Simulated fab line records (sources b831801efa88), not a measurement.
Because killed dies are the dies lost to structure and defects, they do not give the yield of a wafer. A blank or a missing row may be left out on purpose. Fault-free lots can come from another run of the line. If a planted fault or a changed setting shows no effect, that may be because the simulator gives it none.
Comparing a struck lot with a sound one || flow gf180mcu || 14 out of 602 route steps
Sound: these wafers, L245.2, L245.5, L245.6. Wafers struck: L256.2, L256.4, L256.6. The cause comes at the end.
Per side, at each step with rows, come the tool, then ch with its chambers, and then its first start. Under that, the readings that differ: sound wafers || struck wafers || difference of the means || sigmas: that difference in standard deviations of wafers without a fault.
alike: readings with means less than 2 such deviations apart, plus words and numbers identical on both sides. not compared: withheld readings, readings lacking a value on some wafer, bounds such as >300 that could conceal the same value, and numbers that have no deviation in the record and whose values overlap.
A row with sigmas, a row that says differs or no value, or rows on one side alone: a step with any of these is where the two part. When numbers do not overlap yet have no deviation, they are printed without sigmas and do not part them. A reading that every wafer of one side lacks parts them only if that side has two wafers or more.

first, 4 steps without rows for these wafers: GF_TOP_METAL_SOFTBAKE_10 (time 60 s); GF_TOP_METAL_EXPOSE_11 (exposes mask MetalTop, target cd 440 nm); GF_TOP_METAL_PEB_12; GF_TOP_METAL_DEVELOP_13 (develop time 60 s).
GF_TOP_METAL_CD_MEAS_14: target cd 440 nm.
  sound: cd sem-02 at day 28 17:22; struck: cd sem-02 at day 32 01:35
{"reading": "cd nm (nm)", "sound": "442.3 442.2 442.5", "struck": "437.7 438.4 437.8", "difference": -4.4, "sigmas": -2}
GF_TOP_METAL_OVL_MEAS_15:
  sound: overlay-01 at day 28 17:28; struck: overlay-01 at day 32 01:41
  alike: TOP_METAL_OVL
GF_TOP_METAL_METAL_ETCH_16: etches the open film in Cl2/BCl3, stops on SiO2, target depth 1077.5 nm, time 179.6 s.
  sound on rie metal-02 ch 0,1, day 28 17:29; struck on rie metal-04 ch 0,1, day 32 01:43
  alike: bcl3 flow sccm, drypump motor current A, oes product au, throttle valve pct
  not compared: rf hours counter h
GF_TOP_METAL_STRIP_17: strips in O2/N2.
  sound on plasma asher-01 ch 0,1, day 28 17:40; struck on plasma asher-03 ch 0, day 32 01:54
{"reading": "heater power w (W)", "sound": "378 376 374", "struck": "289 294 290", "difference": -85, "sigmas": -2}
{"reading": "strip time to endpoint s (s)", "sound": "13.39 13.43 13.36", "struck": "13.70 13.69 13.61", "difference": "+0.27", "sigmas": "+2"}
  alike: drypump motor current A, oes product au
  not compared: rf hours counter h
then, 2 steps without rows for these wafers: GF_TOP_METAL_STRIP_18 (strips in post etch residue remover, time 1200 s); GF_TOP_METAL_CLEAN_19 (cleans in DIW).
GF_PASSIVATION_CVD_00: deposits SiO2 from TEOS, target thk 1000 nm, time 111.95 s.
  sound on pecvd-02 ch 0,1,2, day 28 18:16; struck on pecvd-02 ch 0,1, day 32 02:28
  alike: heater power outer w, heater power w
GF_PASSIVATION_THK_MEAS_01:
  sound: film metro-04 at day 28 18:21; struck: film metro-01 at day 32 02:33
  alike: PASSIVATION_CVD_00_THK
GF_PASSIVATION_CVD_02: deposits Si3N4, target thk 700 nm, time 486.18 s.
  sound on pecvd-04 ch 0,1, day 28 18:24; struck on pecvd-04 ch 0,1,2, day 32 02:36
  no value came back on the struck wafers for heater power outer w (W), heater power w (W); on the sound wafers heater power outer w (W) reads 443 483 347
GF_PASSIVATION_PROBE_99:
  the record holds rows for the sound wafers here (prober-02, day 29 15:13) but none for the struck ones

== WHERE THEY PART ==
First at GF_TOP_METAL_CD_MEAS_14; last, within this record, at GF_PASSIVATION_PROBE_99.

WHY: whatever the simulator had introduced
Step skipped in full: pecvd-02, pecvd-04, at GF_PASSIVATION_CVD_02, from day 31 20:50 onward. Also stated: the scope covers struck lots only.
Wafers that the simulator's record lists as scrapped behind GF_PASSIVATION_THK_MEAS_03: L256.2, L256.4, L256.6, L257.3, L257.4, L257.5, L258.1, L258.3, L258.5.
